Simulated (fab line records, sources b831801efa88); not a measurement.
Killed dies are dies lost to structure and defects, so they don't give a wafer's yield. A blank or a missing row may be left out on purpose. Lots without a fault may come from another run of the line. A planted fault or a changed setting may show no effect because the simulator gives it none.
fab line records | flow sky130
record lots=5 wafers=15 last_day=49
route steps=708 shown LDD_N@243 LDD_P@255 LDD_HVN@267 LDD_HVP@278
lots that met no fault: from a run of the same line without faults
start_h: hours from the record's first day to the start of the lot's first wafer shown | wait_h: hours since the lot's step before | " the same as in the row above | L1.1+2: a row that stands for several wafers | - no value, or no start given | * or withheld: withheld | < > ~ a bound
route shown NAME@n: a module of which the file shows steps, and the number in the route of the first | usual: mean/standard deviation of fault-free wafers | same: alike in all rows | chamber/n: place in a boat | sites: the reading at each site | _std_site: their standard deviation | _edge_site: outer sites' mean less inner sites' | radius_mm: how far each site lies from the wafer's centre | mask NAME#n: copy n | behind: the tool/chamber that last shaped the wafer | hold: why the lot was held/for how many hours/how that ended | device: the transistor (n, p or np) that didn't switch | end of line: the same wafers' tests at the end of the route | a step without rows: its recipe alone | killed: dies lost to structure and defects at the first sort, not the wafer's yield | map: a wafer's dies, x killed, . not, _ none there
set.NAME: the setting as run; set.NAME@STEP: as run at that earlier step | model.NAME: the simulator's own value behind a step, which no gauge read
lots at some steps of the route; a table a step, a row a wafer
services: from which hour (start_h, from the record's first day; less than 0 if before it) a tool's chamber was out of use, for how many hours, and why
## steps
# step SKY_LDD_N_DEVELOP_06
# recipe develop_time_s=60 dev_temp_c=23
# columns lot.wafer tool chamber start_h wait_h
L081.1+2+4 litho_track-01 0 465.09 0.1
L084.1+2+6 litho_track-01 0 492.99 0.1
L086.4+5+6 litho_track-01 0 506.42 0.1
L087.1+3+5 litho_track-02 0 515.53 0.1
L093.3+5+6 litho_track-02 0 573.88 0.1
# step SKY_LDD_N_OVL_MEAS_07
# usual LDD_N_OVL=0.2/1.4
# columns lot.wafer tool chamber start_h wait_h LDD_N_OVL[nm]
L081.1 overlay-02 - 465.24 0.1 0.6
L081.2 " - " " -1.3
L081.4 " - " " -1.5
L084.1 overlay-01 - 493.14 0.1 1.5
L084.2 " - " " 1.1
L084.6 " - " " 2.5
L086.4 overlay-02 - 506.51 0.1 -0.9
L086.5 " - " " -1.5
L086.6 " - " " -0.2
L087.1 overlay-01 - 515.68 0.1 0.4
L087.3 " - " " 0.7
L087.5 " - " " 3.8
L093.3 overlay-02 - 573.99 0.1 -0.9
L093.5 " - " " -2.4
L093.6 " - " " 1.1
# step SKY_LDD_N_IMPLANT_08
# recipe species=As energy_kev=20 dose_cm2=7.5e+13 tilt_deg=withheld rotation_deg=23
# usual faraday_current_uA=423/8.7
# same implant_ion_amu=75
# columns lot.wafer tool chamber start_h wait_h faraday_current_uA
L081.1 implanter-03 0 465.28 0.0 407
L081.2 " 0 " " 411
L081.4 " 0 " " 438
L084.1 implanter-04 0 493.18 0.0 416
L084.2 " 0 " " 411
L084.6 " 0 " " 443
L086.4 implanter-01 0 506.60 0.1 435
L086.5 " 0 " " 427
L086.6 " 0 " " 411
L087.1 implanter-01 0 515.71 0.0 404
L087.3 " 0 " " 434
L087.5 " 0 " " 413
L093.3 implanter-01 0 574.06 0.1 430
L093.5 " 0 " " 426
L093.6 " 0 " " 420
# step SKY_LDD_N_IMPLANT_09
# recipe species=As energy_kev=20 dose_cm2=7.5e+13 tilt_deg=withheld rotation_deg=113
# usual faraday_current_uA=422/7.9
# same implant_ion_amu=75
# columns lot.wafer tool chamber start_h wait_h faraday_current_uA
L081.1 implanter-03 0 465.43 0.1 439
L081.2 " 0 " " 425
L081.4 " 0 " " 441
L084.1 implanter-04 0 493.33 0.1 414
L084.2 " 0 " " 418
L084.6 " 0 " " 426
L086.4 implanter-01 0 506.75 0.1 442
L086.5 " 0 " " 420
L086.6 " 0 " " 418
L087.1 implanter-01 0 515.86 0.1 421
L087.3 " 0 " " 411
L087.5 " 0 " " 425
L093.3 implanter-01 0 574.21 0.1 423
L093.5 " 0 " " 426
L093.6 " 0 " " 412
# step SKY_LDD_N_IMPLANT_10
# recipe species=As energy_kev=20 dose_cm2=7.5e+13 tilt_deg=withheld rotation_deg=203
# usual faraday_current_uA=423/8.1
# same implant_ion_amu=75
# columns lot.wafer tool chamber start_h wait_h faraday_current_uA
L081.1 implanter-03 0 465.58 0.1 425
L081.2 " 0 " " 432
L081.4 " 0 " " 415
L084.1 implanter-04 0 493.48 0.1 416
L084.2 " 0 " " 414
L084.6 " 0 " " 425
L086.4 implanter-01 0 506.90 0.1 424
L086.5 " 0 " " 427
L086.6 " 0 " " 424
L087.1 implanter-01 0 516.01 0.1 422
L087.3 " 0 " " 414
L087.5 " 0 " " 432
L093.3 implanter-01 0 574.36 0.1 424
L093.5 " 0 " " 409
L093.6 " 0 " " 414
# step SKY_LDD_N_IMPLANT_11
# recipe species=As energy_kev=20 dose_cm2=7.5e+13 tilt_deg=withheld rotation_deg=293
# usual faraday_current_uA=423/8.9
# same implant_ion_amu=75
# columns lot.wafer tool chamber start_h wait_h faraday_current_uA
L081.1 implanter-03 0 465.73 0.1 427
L081.2 " 0 " " 426
L081.4 " 0 " " 431
L084.1 implanter-04 0 493.63 0.1 422
L084.2 " 0 " " 432
L084.6 " 0 " " 423
L086.4 implanter-01 0 507.05 0.1 413
L086.5 " 0 " " 422
L086.6 " 0 " " 424
L087.1 implanter-01 0 516.16 0.1 435
L087.3 " 0 " " 448
L087.5 " 0 " " 410
L093.3 implanter-01 0 574.51 0.1 419
L093.5 " 0 " " 409
L093.6 " 0 " " 420
# step SKY_LDD_N_IMPLANT_12
# recipe species=BF2 energy_kev=50 dose_cm2=5e+12 tilt_deg=30 rotation_deg=0
# usual faraday_current_uA=28.2/0.5
# same implant_ion_amu=49
# columns lot.wafer tool chamber start_h wait_h faraday_current_uA
L081.1 implanter-03 0 465.88 0.1 28.6
L081.2 " 0 " " 28.1
L081.4 " 0 " " 28.1
L084.1 implanter-04 0 493.78 0.1 28.6
L084.2 " 0 " " 28.9
L084.6 " 0 " " 28.4
L086.4 implanter-01 0 507.20 0.1 28.0
L086.5 " 0 " " 27.7
L086.6 " 0 " " 28.2
L087.1 implanter-01 0 516.31 0.1 28.0
L087.3 " 0 " " 28.9
L087.5 " 0 " " 28.0
L093.3 implanter-01 0 574.66 0.1 28.1
L093.5 " 0 " " 28.1
L093.6 " 0 " " 28.7
# step SKY_LDD_N_IMPLANT_13
# recipe species=BF2 energy_kev=50 dose_cm2=5e+12 tilt_deg=30 rotation_deg=90
# usual faraday_current_uA=28.2/0.56
# same implant_ion_amu=49
# columns lot.wafer tool chamber start_h wait_h faraday_current_uA
L081.1 implanter-03 0 466.03 0.1 29.3
L081.2 " 0 " " 27.5
L081.4 " 0 " " 28.2
L084.1 implanter-04 0 493.93 0.1 29.0
L084.2 " 0 " " 28.7
L084.6 " 0 " " 27.4
L086.4 implanter-01 0 507.35 0.1 29.0
L086.5 " 0 " " 26.8
L086.6 " 0 " " 27.9
L087.1 implanter-01 0 516.46 0.1 28.3
L087.3 " 0 " " 28.5
L087.5 " 0 " " 28.3
L093.3 implanter-01 0 574.81 0.1 28.8
L093.5 " 0 " " 27.9
L093.6 " 0 " " 28.4
# step SKY_LDD_N_IMPLANT_14
# recipe species=BF2 energy_kev=50 dose_cm2=5e+12 tilt_deg=30 rotation_deg=180
# usual faraday_current_uA=28.1/0.52
# same implant_ion_amu=49
# columns lot.wafer tool chamber start_h wait_h faraday_current_uA
L081.1 implanter-03 0 466.18 0.1 27.6
L081.2 " 0 " " 27.4
L081.4 " 0 " " 28.2
L084.1 implanter-04 0 494.08 0.1 28.1
L084.2 " 0 " " 28.3
L084.6 " 0 " " 28.2
L086.4 implanter-01 0 507.50 0.1 28.7
L086.5 " 0 " " 28.0
L086.6 " 0 " " 28.2
L087.1 implanter-01 0 516.61 0.1 28.6
L087.3 " 0 " " 28.3
L087.5 " 0 " " 28.0
L093.3 implanter-01 0 574.96 0.1 28.4
L093.5 " 0 " " 28.7
L093.6 " 0 " " 27.9
# step SKY_LDD_N_IMPLANT_15
# recipe species=BF2 energy_kev=50 dose_cm2=5e+12 tilt_deg=30 rotation_deg=270
# usual faraday_current_uA=28.2/0.55
# same implant_ion_amu=49
# columns lot.wafer tool chamber start_h wait_h faraday_current_uA
L081.1 implanter-03 0 466.33 0.1 27.9
L081.2 " 0 " " 28.0
L081.4 " 0 " " 28.2
L084.1 implanter-04 0 494.23 0.1 27.2
L084.2 " 0 " " 27.9
L084.6 " 0 " " 27.5
L086.4 implanter-01 0 507.65 0.1 28.3
L086.5 " 0 " " 28.4
L086.6 " 0 " " 28.7
L087.1 implanter-01 0 516.76 0.1 29.2
L087.3 " 0 " " 27.7
L087.5 " 0 " " 28.8
L093.3 implanter-01 0 575.11 0.1 29.9
L093.5 " 0 " " 29.4
L093.6 " 0 " " 28.3
# step SKY_LDD_N_STRIP_16
# recipe chemistry=O2/N2 power_w=1400 pressure_mtorr=1500 platen_temp_c=withheld o2_flow_sccm=3000 n2_flow_sccm=300 overash_fraction=0.5
# usual chamber_pressure_mTorr=1500.0/1.4 drypump_motor_current_A=5.88/0.25 o2_flow_sccm=3001/9.5 oes_product_au=0.406/0.0047 strip_time_to_endpoint_s=4.316/0.016
# columns lot.wafer tool chamber start_h wait_h chamber_pressure_mTorr drypump_motor_current_A o2_flow_sccm oes_product_au rf_hours_counter_h strip_time_to_endpoint_s
L081.1 plasma_asher-04 0 466.48 0.1 1500.0 6.20 3006 0.405 63 4.339
L081.2 " 1 " " 1499.7 6.09 3005 0.406 63 4.319
L081.4 " 1 " " 1499.2 6.09 2999 0.410 - 4.343
L084.1 plasma_asher-03 0 494.38 0.1 1501.1 5.55 3000 0.411 39 4.304
L084.2 " 1 " " 1499.6 5.61 2988 0.400 39 4.300
L084.6 " 0 " " 1502.3 5.54 2996 0.413 - 4.303
L086.4 plasma_asher-03 1 507.76 0.1 1498.7 5.59 2991 0.402 - 4.319
L086.5 " 1 " " 1498.5 5.59 2983 0.411 - 4.331
L086.6 " 0 " " 1501.4 5.55 3001 0.407 - 4.317
L087.1 plasma_asher-03 0 516.91 0.1 1501.2 5.54 2983 0.397 41 4.337
L087.3 " 1 " " 1500.8 5.60 3007 0.401 - 4.310
L087.5 " 0 " " 1502.1 5.47 3003 0.414 - 4.328
L093.3 plasma_asher-02 1 575.25 0.1 1500.4 5.66 3001 0.395 - 4.285
L093.5 " 1 " " 1501.3 5.60 2986 0.407 - 4.293
L093.6 " 0 " " 1500.7 6.09 3001 0.407 - 4.287
# step SKY_LDD_N_TW_MEAS_17
# usual LDD_N_TW=2592/30
# columns lot.wafer tool chamber start_h wait_h LDD_N_TW
L081.1 film_metro-02 - 466.58 0.1 2635
L081.2 " - " " 2629
L081.4 " - " " 2630
L084.1 film_metro-02 - 494.49 0.1 2630
L084.2 " - " " 2625
L084.6 " - " " 2629
L086.4 film_metro-03 - 507.86 0.1 2600
L086.5 " - " " 2600
L086.6 " - " " 2589
L087.1 film_metro-02 - 517.01 0.1 2614
L087.3 " - " " 2628
L087.5 " - " " 2606
L093.3 film_metro-02 - 575.33 0.1 2615
L093.5 " - " " 2604
L093.6 " - " " 2603
# step SKY_LDD_P_DEHYDRATE_00
# recipe temp_c=200 time_s=60
# same time_s=60
# columns lot.wafer tool chamber start_h wait_h
L081.1+2+4 litho_track-01 0 481.44 14.9
L084.1+2+6 litho_track-02 0 509.28 14.8
L086.4+5+6 litho_track-01 0 523.07 15.2
L087.1+3+5 litho_track-02 0 531.78 14.8
L093.3+5+6 litho_track-02 0 589.33 14.0
# step SKY_LDD_P_HMDS_01
# recipe prime_time_s=60 prime_temp_c=120
# columns lot.wafer tool chamber start_h wait_h
L081.1+2+4 litho_track-01 0 481.59 0.1
L084.1+2+6 litho_track-02 0 509.43 0.1
L086.4+5+6 litho_track-01 0 523.22 0.1
L087.1+3+5 litho_track-02 0 531.93 0.1
L093.3+5+6 litho_track-02 0 589.48 0.1
# step SKY_LDD_P_COAT_02
# recipe resist=NOVOLAK spin_rpm=3000 resist_thk_nm=1140
# columns lot.wafer tool chamber start_h wait_h
L081.1+2+4 litho_track-01 0 481.74 0.1
L084.1+2+6 litho_track-02 0 509.58 0.1
L086.4+5+6 litho_track-01 0 523.37 0.1
L087.1+3+5 litho_track-02 0 532.08 0.1
L093.3+5+6 litho_track-02 0 589.63 0.1
# step SKY_LDD_P_SOFTBAKE_03
# recipe temp_c=90 time_s=60 resist=NOVOLAK
# same time_s=60
# columns lot.wafer tool chamber start_h wait_h
L081.1+2+4 litho_track-01 0 481.89 0.1
L084.1+2+6 litho_track-02 0 509.73 0.1
L086.4+5+6 litho_track-01 0 523.52 0.1
L087.1+3+5 litho_track-02 0 532.23 0.1
L093.3+5+6 litho_track-02 0 589.78 0.1
# step SKY_LDD_P_EXPOSE_04
# recipe mask_id=PSDM na=0.6 source_shape=conventional sigma_outer=0.6 polarization=unpolarized target_cd_nm=380 dose_mj=138
# columns lot.wafer tool chamber start_h wait_h mask
L081.1+2+4 iline_stepper-02 0 - - PSDM#0
L084.1+2+6 iline_stepper-02 0 - - PSDM#0
L086.4+5+6 iline_stepper-01 0 - - PSDM#0
L087.1+3+5 iline_stepper-01 0 - - PSDM#0
L093.3+5+6 iline_stepper-01 0 - - PSDM#0
# step SKY_LDD_P_PEB_05
# recipe temp_c=withheld time_s=* resist=NOVOLAK
# same time_s=*
# columns lot.wafer tool chamber start_h wait_h
L081.1+2+4 litho_track-02 0 - -
L084.1+2+6 litho_track-02 0 - -
L086.4+5+6 litho_track-01 0 - -
L087.1+3+5 litho_track-01 0 - -
L093.3+5+6 litho_track-02 0 - -
# step SKY_LDD_P_DEVELOP_06
# recipe resist=NOVOLAK developer=TMAH develop_time_s=60 dev_temp_c=23
# columns lot.wafer tool chamber start_h wait_h
L081.1+2+4 litho_track-02 0 496.83 0.1
L084.1+2+6 litho_track-02 0 524.93 0.1
L086.4+5+6 litho_track-01 0 538.47 0.1
L087.1+3+5 litho_track-01 0 546.99 0.1
L093.3+5+6 litho_track-02 0 604.63 0.1
# step SKY_LDD_P_CD_MEAS_07
# recipe target_cd_nm=380
# usual cd_nm=380.1/1.9
# columns lot.wafer tool chamber start_h wait_h cd_nm
L081.1 cd_sem-01 - 496.98 0.1 378.6
L081.2 " - " " 380.0
L081.4 " - " " 379.5
L084.1 cd_sem-02 - 525.08 0.1 379.8
L084.2 " - " " 379.6
L084.6 " - " " 377.9
L086.4 cd_sem-02 - 538.60 0.1 382.1
L086.5 " - " " 381.4
L086.6 " - " " 380.6
L087.1 cd_sem-01 - 547.14 0.1 378.8
L087.3 " - " " 382.3
L087.5 " - " " 381.0
L093.3 cd_sem-02 - 604.77 0.1 378.1
L093.5 " - " " 378.5
L093.6 " - " " 376.9
# step SKY_LDD_P_OVL_MEAS_08
# usual LDD_P_OVL=0.1/1.7
# columns lot.wafer tool chamber start_h wait_h LDD_P_OVL[nm]
L081.1 overlay-01 - 497.10 0.1 -2.0
L081.2 " - " " -0.4
L081.4 " - " " -2.4
L084.1 overlay-01 - 525.20 0.1 -1.4
L084.2 " - " " -1.2
L084.6 " - " " -2.8
L086.4 overlay-01 - 538.68 0.1 1.7
L086.5 " - " " 2.5
L086.6 " - " " 4.8
L087.1 overlay-02 - 547.26 0.1 -0.9
L087.3 " - " " -2.6
L087.5 " - " " -1.8
L093.3 overlay-02 - 604.86 0.1 -0.1
L093.5 " - " " 0.2
L093.6 " - " " 1.0
# step SKY_LDD_P_IMPLANT_09
# recipe species=BF2 energy_kev=25 dose_cm2=1e+13 tilt_deg=withheld
# usual faraday_current_uA=56.4/1
# same implant_ion_amu=49
# columns lot.wafer tool chamber start_h wait_h faraday_current_uA
L081.1 implanter-02 0 497.14 0.0 58.0
L081.2 " 0 " " 56.0
L081.4 " 0 " " 54.9
L084.1 implanter-03 0 525.23 0.0 56.0
L084.2 " 0 " " 56.8
L084.6 " 0 " " 57.6
L086.4 implanter-02 0 538.77 0.1 56.1
L086.5 " 0 " " 58.0
L086.6 " 0 " " 56.6
L087.1 implanter-03 0 547.30 0.0 55.6
L087.3 " 0 " " 57.7
L087.5 " 0 " " 56.6
L093.3 implanter-01 0 604.93 0.1 56.3
L093.5 " 0 " " 56.1
L093.6 " 0 " " 58.7
# step SKY_LDD_P_STRIP_10
# recipe chemistry=O2/N2 power_w=1400 pressure_mtorr=1500 platen_temp_c=withheld o2_flow_sccm=3000 n2_flow_sccm=300 overash_fraction=0.5
# usual chamber_pressure_mTorr=1499.8/1.3 drypump_motor_current_A=5.7/0.41 o2_flow_sccm=2999/8.3 oes_product_au=0.716/0.0048 strip_time_to_endpoint_s=14.19/0.041
# columns lot.wafer tool chamber start_h wait_h chamber_pressure_mTorr drypump_motor_current_A o2_flow_sccm oes_product_au rf_hours_counter_h strip_time_to_endpoint_s
L081.1 plasma_asher-03 1 497.29 0.1 1500.2 5.6 3017 0.704 39 14.20
L081.2 " 0 " " 1500.0 5.5 3008 0.713 39 14.21
L081.4 " 0 " " 1500.0 5.5 3009 0.716 - 14.18
L084.1 plasma_asher-01 0 525.38 0.1 1500.3 5.1 2983 0.722 9 14.25
L084.2 " 1 " " 1498.2 5.9 3004 0.719 9 14.22
L084.6 " 1 " " 1500.5 5.9 3001 0.709 - 14.19
L086.4 plasma_asher-04 1 538.88 0.1 1500.5 6.1 2995 0.719 - 14.21
L086.5 " 1 " " 1499.0 6.1 2989 0.714 - 14.19
L086.6 " 0 " " 1501.4 6.2 2989 0.703 - 14.17
L087.1 plasma_asher-01 0 547.45 0.1 1498.4 5.0 3003 0.709 11 14.21
L087.3 " 1 " " 1499.9 5.9 3002 0.713 - 14.16
L087.5 " 1 " " 1499.1 5.9 3007 0.725 - 14.23
L093.3 plasma_asher-01 0 605.07 0.1 1500.4 5.0 3000 0.712 - 14.24
L093.5 " 0 " " 1498.6 5.0 2999 0.714 - 14.21
L093.6 " 1 " " 1500.3 5.9 3007 0.718 - 14.15
# step SKY_LDD_P_TW_MEAS_11
# usual LDD_P_TW=637/6.9
# columns lot.wafer tool chamber start_h wait_h LDD_P_TW
L081.1 film_metro-04 - 497.39 0.1 638
L081.2 " - " " 638
L081.4 " - " " 639
L084.1 film_metro-02 - 525.48 0.1 643
L084.2 " - " " 643
L084.6 " - " " 640
L086.4 film_metro-02 - 538.98 0.1 643
L086.5 " - " " 648
L086.6 " - " " 649
L087.1 film_metro-04 - 547.55 0.1 631
L087.3 " - " " 636
L087.5 " - " " 635
L093.3 film_metro-02 - 605.15 0.1 644
L093.5 " - " " 642
L093.6 " - " " 644
# step SKY_LDD_HVN_DEHYDRATE_00
# recipe temp_c=200 time_s=60
# same time_s=60
# columns lot.wafer tool chamber start_h wait_h
L081.1+2+4 litho_track-03 0 512.07 14.7
L084.1+2+6 litho_track-01 0 539.74 14.2
L086.4+5+6 litho_track-01 0 553.52 14.5
L087.1+3+5 litho_track-01 0 562.14 14.6
L093.3+5+6 litho_track-04 0 618.79 13.6
# step SKY_LDD_HVN_HMDS_01
# recipe prime_time_s=60 prime_temp_c=120
# columns lot.wafer tool chamber start_h wait_h
L081.1+2+4 litho_track-03 0 512.22 0.1
L084.1+2+6 litho_track-01 0 539.89 0.1
L086.4+5+6 litho_track-01 0 553.67 0.1
L087.1+3+5 litho_track-01 0 562.29 0.1
L093.3+5+6 litho_track-04 0 618.94 0.1
# step SKY_LDD_HVN_COAT_02
# recipe resist=NOVOLAK spin_rpm=3000 resist_thk_nm=300
# columns lot.wafer tool chamber start_h wait_h
L081.1+2+4 litho_track-03 0 512.37 0.1
L084.1+2+6 litho_track-01 0 540.04 0.1
L086.4+5+6 litho_track-01 0 553.82 0.1
L087.1+3+5 litho_track-01 0 562.44 0.1
L093.3+5+6 litho_track-04 0 619.09 0.1
# step SKY_LDD_HVN_SOFTBAKE_03
# recipe temp_c=90 time_s=60 resist=NOVOLAK
# same time_s=60
# columns lot.wafer tool chamber start_h wait_h
L081.1+2+4 litho_track-03 0 512.52 0.1
L084.1+2+6 litho_track-01 0 540.19 0.1
L086.4+5+6 litho_track-01 0 553.97 0.1
L087.1+3+5 litho_track-01 0 562.59 0.1
L093.3+5+6 litho_track-04 0 619.24 0.1
# step SKY_LDD_HVN_EXPOSE_04
# recipe mask_id=HVNTM na=0.6 source_shape=conventional sigma_outer=0.6 polarization=unpolarized target_cd_nm=700 dose_mj=127
# columns lot.wafer tool chamber start_h wait_h mask
L081.1+2+4 iline_stepper-02 0 - - HVNTM#0
L084.1+2+6 iline_stepper-02 0 - - HVNTM#0
L086.4+5+6 iline_stepper-01 0 - - HVNTM#0
L087.1+3+5 iline_stepper-01 0 - - HVNTM#0
L093.3+5+6 iline_stepper-02 0 - - HVNTM#0
# step SKY_LDD_HVN_PEB_05
# recipe temp_c=withheld time_s=* resist=NOVOLAK
# same time_s=*
# columns lot.wafer tool chamber start_h wait_h
L081.1+2+4 litho_track-04 0 - -
L084.1+2+6 litho_track-03 0 - -
L086.4+5+6 litho_track-01 0 - -
L087.1+3+5 litho_track-03 0 - -
L093.3+5+6 litho_track-04 0 - -
# step SKY_LDD_HVN_DEVELOP_06
# recipe resist=NOVOLAK developer=TMAH develop_time_s=60 dev_temp_c=23
# columns lot.wafer tool chamber start_h wait_h
L081.1+2+4 litho_track-04 0 527.24 0.1
L084.1+2+6 litho_track-03 0 555.47 0.1
L086.4+5+6 litho_track-01 0 568.67 0.1
L087.1+3+5 litho_track-03 0 577.02 0.1
L093.3+5+6 litho_track-04 0 633.69 0.1
# step SKY_LDD_HVN_OVL_MEAS_07
# usual LDD_HVN_OVL=0.0/1.4
# columns lot.wafer tool chamber start_h wait_h LDD_HVN_OVL[nm]
L081.1 overlay-02 - 527.39 0.1 -2.0
L081.2 " - " " -0.1
L081.4 " - " " 0.3
L084.1 overlay-02 - 555.62 0.1 -1.7
L084.2 " - " " -1.6
L084.6 " - " " -2.1
L086.4 overlay-01 - 568.76 0.1 1.5
L086.5 " - " " 0.7
L086.6 " - " " 1.9
L087.1 overlay-02 - 577.17 0.1 -0.2
L087.3 " - " " 0.2
L087.5 " - " " -1.6
L093.3 overlay-01 - 633.80 0.1 -0.3
L093.5 " - " " 0.3
L093.6 " - " " 0.5
# step SKY_LDD_HVN_IMPLANT_08
# recipe species=P energy_kev=60 dose_cm2=3e+13 tilt_deg=40
# usual faraday_current_uA=169/3.7
# same implant_ion_amu=31
# columns lot.wafer tool chamber start_h wait_h faraday_current_uA
L081.1 implanter-04 0 527.42 0.0 169
L081.2 " 0 " " 167
L081.4 " 0 " " 169
L084.1 implanter-03 0 555.66 0.0 165
L084.2 " 0 " " 166
L084.6 " 0 " " 166
L086.4 implanter-04 0 568.85 0.1 166
L086.5 " 0 " " 165
L086.6 " 0 " " 168
L087.1 implanter-03 0 577.21 0.0 172
L087.3 " 0 " " 166
L087.5 " 0 " " 166
L093.3 implanter-04 0 633.87 0.1 165
L093.5 " 0 " " 168
L093.6 " 0 " " 170
# step SKY_LDD_HVN_STRIP_09
# recipe chemistry=O2/N2 power_w=1400 pressure_mtorr=1500 platen_temp_c=withheld o2_flow_sccm=3000 n2_flow_sccm=300 overash_fraction=0.5
# usual chamber_pressure_mTorr=1500.2/1.3 drypump_motor_current_A=5.6/0.34 o2_flow_sccm=3001/8.8 oes_product_au=0.409/0.0048 strip_time_to_endpoint_s=4.133/0.016
# columns lot.wafer tool chamber start_h wait_h chamber_pressure_mTorr drypump_motor_current_A o2_flow_sccm oes_product_au rf_hours_counter_h strip_time_to_endpoint_s
L081.1 plasma_asher-01 1 527.57 0.1 1501.5 5.9 2993 0.398 9 4.142
L081.2 " 0 " " 1501.2 5.0 3012 0.411 9 4.128
L081.4 " 1 " " 1501.2 5.8 3005 0.413 - 4.126
L084.1 plasma_asher-03 0 555.81 0.1 1501.9 5.5 3017 0.408 45 4.122
L084.2 " 1 " " 1497.2 5.6 2986 0.413 45 4.144
L084.6 " 1 " " 1502.4 5.6 2999 0.401 - 4.141
L086.4 plasma_asher-03 1 568.96 0.1 1501.0 5.6 2988 0.407 - 4.127
L086.5 " 0 " " 1500.1 5.5 3019 0.415 - 4.141
L086.6 " 1 " " 1501.9 5.6 2991 0.410 - 4.131
L087.1 plasma_asher-01 1 577.36 0.1 1499.7 5.9 2997 0.408 15 4.137
L087.3 " 1 " " 1500.7 5.9 3008 0.416 - 4.142
L087.5 " 1 " " 1501.3 5.9 3001 0.408 - 4.164
L093.3 plasma_asher-02 1 634.01 0.1 1498.8 5.7 2999 0.418 - 4.148
L093.5 " 1 " " 1499.2 5.8 3009 0.410 - 4.153
L093.6 " 0 " " 1501.2 6.1 2998 0.409 - 4.145
# step SKY_LDD_HVN_TW_MEAS_10
# usual LDD_HVN_TW=1449/10
# columns lot.wafer tool chamber start_h wait_h LDD_HVN_TW
L081.1 film_metro-03 - 527.67 0.1 1445
L081.2 " - " " 1438
L081.4 " - " " 1439
L084.1 film_metro-04 - 555.91 0.1 1437
L084.2 " - " " 1424
L084.6 " - " " 1445
L086.4 film_metro-02 - 569.06 0.1 1451
L086.5 " - " " 1457
L086.6 " - " " 1456
L087.1 film_metro-04 - 577.46 0.1 1440
L087.3 " - " " 1443
L087.5 " - " " 1439
L093.3 film_metro-03 - 634.09 0.1 1441
L093.5 " - " " 1442
L093.6 " - " " 1448
# step SKY_LDD_HVP_DEHYDRATE_00
# recipe temp_c=200 time_s=60
# same time_s=60
# columns lot.wafer tool chamber start_h wait_h
L081.1+2+4 litho_track-02 0 542.48 14.8
L084.1+2+6 litho_track-04 0 570.34 14.4
L086.4+5+6 litho_track-03 0 583.25 14.2
L087.1+3+5 litho_track-03 0 591.42 14.0
L093.3+5+6 litho_track-04 0 647.69 13.6
# step SKY_LDD_HVP_HMDS_01
# recipe prime_time_s=60 prime_temp_c=120
# columns lot.wafer tool chamber start_h wait_h
L081.1+2+4 litho_track-02 0 542.63 0.1
L084.1+2+6 litho_track-04 0 570.49 0.1
L086.4+5+6 litho_track-03 0 583.40 0.1
L087.1+3+5 litho_track-03 0 591.57 0.1
L093.3+5+6 litho_track-04 0 647.84 0.1
# step SKY_LDD_HVP_COAT_02
# recipe resist=NOVOLAK spin_rpm=3000 resist_thk_nm=300
# columns lot.wafer tool chamber start_h wait_h
L081.1+2+4 litho_track-02 0 542.78 0.1
L084.1+2+6 litho_track-04 0 570.64 0.1
L086.4+5+6 litho_track-03 0 583.55 0.1
L087.1+3+5 litho_track-03 0 591.72 0.1
L093.3+5+6 litho_track-04 0 647.99 0.1
# step SKY_LDD_HVP_SOFTBAKE_03
# recipe temp_c=90 time_s=60 resist=NOVOLAK
# same time_s=60
# columns lot.wafer tool chamber start_h wait_h
L081.1+2+4 litho_track-02 0 542.93 0.1
L084.1+2+6 litho_track-04 0 570.79 0.1
L086.4+5+6 litho_track-03 0 583.70 0.1
L087.1+3+5 litho_track-03 0 591.87 0.1
L093.3+5+6 litho_track-04 0 648.14 0.1
# step SKY_LDD_HVP_EXPOSE_04
# recipe mask_id=HVPTM na=0.6 source_shape=conventional sigma_outer=0.6 polarization=unpolarized target_cd_nm=700 dose_mj=86
# columns lot.wafer tool chamber start_h wait_h mask
L081.1+2+4 iline_stepper-01 0 - - HVPTM#0
L084.1+2+6 iline_stepper-02 0 - - HVPTM#0
L086.4+5+6 iline_stepper-02 0 - - HVPTM#0
L087.1+3+5 iline_stepper-02 0 - - HVPTM#0
L093.3+5+6 iline_stepper-02 0 - - HVPTM#0
# step SKY_LDD_HVP_PEB_05
# recipe temp_c=withheld time_s=* resist=NOVOLAK
# same time_s=*
# columns lot.wafer tool chamber start_h wait_h
L081.1+2+4 litho_track-03 0 - -
L084.1+2+6 litho_track-02 0 - -
L086.4+5+6 litho_track-02 0 - -
L087.1+3+5 litho_track-04 0 - -
L093.3+5+6 litho_track-03 0 - -
# step SKY_LDD_HVP_DEVELOP_06
# recipe resist=NOVOLAK developer=TMAH develop_time_s=60 dev_temp_c=23
# columns lot.wafer tool chamber start_h wait_h
L081.1+2+4 litho_track-03 0 558.17 0.1
L084.1+2+6 litho_track-02 0 585.88 0.1
L086.4+5+6 litho_track-02 0 598.65 0.1
L087.1+3+5 litho_track-04 0 606.39 0.1
L093.3+5+6 litho_track-03 0 661.77 0.1
# step SKY_LDD_HVP_OVL_MEAS_07
# usual LDD_HVP_OVL=0.3/1.6
# columns lot.wafer tool chamber start_h wait_h LDD_HVP_OVL[nm]
L081.1 overlay-02 - 558.32 0.1 -2.5
L081.2 " - " " 0.3
L081.4 " - " " -3.5
L084.1 overlay-01 - 586.03 0.1 1.6
L084.2 " - " " 1.1
L084.6 " - " " 1.0
L086.4 overlay-02 - 598.75 0.1 -1.9
L086.5 " - " " -3.0
L086.6 " - " " -3.7
L087.1 overlay-01 - 606.54 0.1 0.6
L087.3 " - " " 1.5
L087.5 " - " " 2.5
L093.3 overlay-01 - 661.89 0.1 2.0
L093.5 " - " " -1.2
L093.6 " - " " 0.8
## services
# columns tool chamber start_h hours kind
plasma_asher-04 - 446.33 1.2 repair
implanter-03 - 455.34 1.2 repair
implanter-03 - 455.34 1.0 repair
plasma_asher-01 - 473.14 2.8 pm
plasma_asher-04 - 491.16 0.8 repair
implanter-01 - 496.12 3.8 pm
implanter-01 - 507.84 4.2 repair
implanter-03 - 514.83 5.6 repair
iline_stepper-02 - 523.40 1.7 pm
plasma_asher-04 - 524.79 1.2 repair
iline_stepper-01 - 540.20 1.7 pm
implanter-03 - 561.66 7.6 pm
plasma_asher-04 - 568.65 16.2 repair
iline_stepper-02 - 571.87 2.1 pm
plasma_asher-03 - 582.19 0.8 repair
implanter-03 - 600.14 1.3 repair
implanter-02 - 603.57 4.9 pm
plasma_asher-03 - 604.02 9.8 repair
implanter-04 - 618.42 1.5 repair
implanter-01 - 622.84 2.6 repair
iline_stepper-02 - 633.92 4.9 repair
plasma_asher-01 - 639.18 3.4 repair
implanter-02 - 648.88 3.6 pm
plasma_asher-03 - 654.99 2.8 pm
## key
fault none
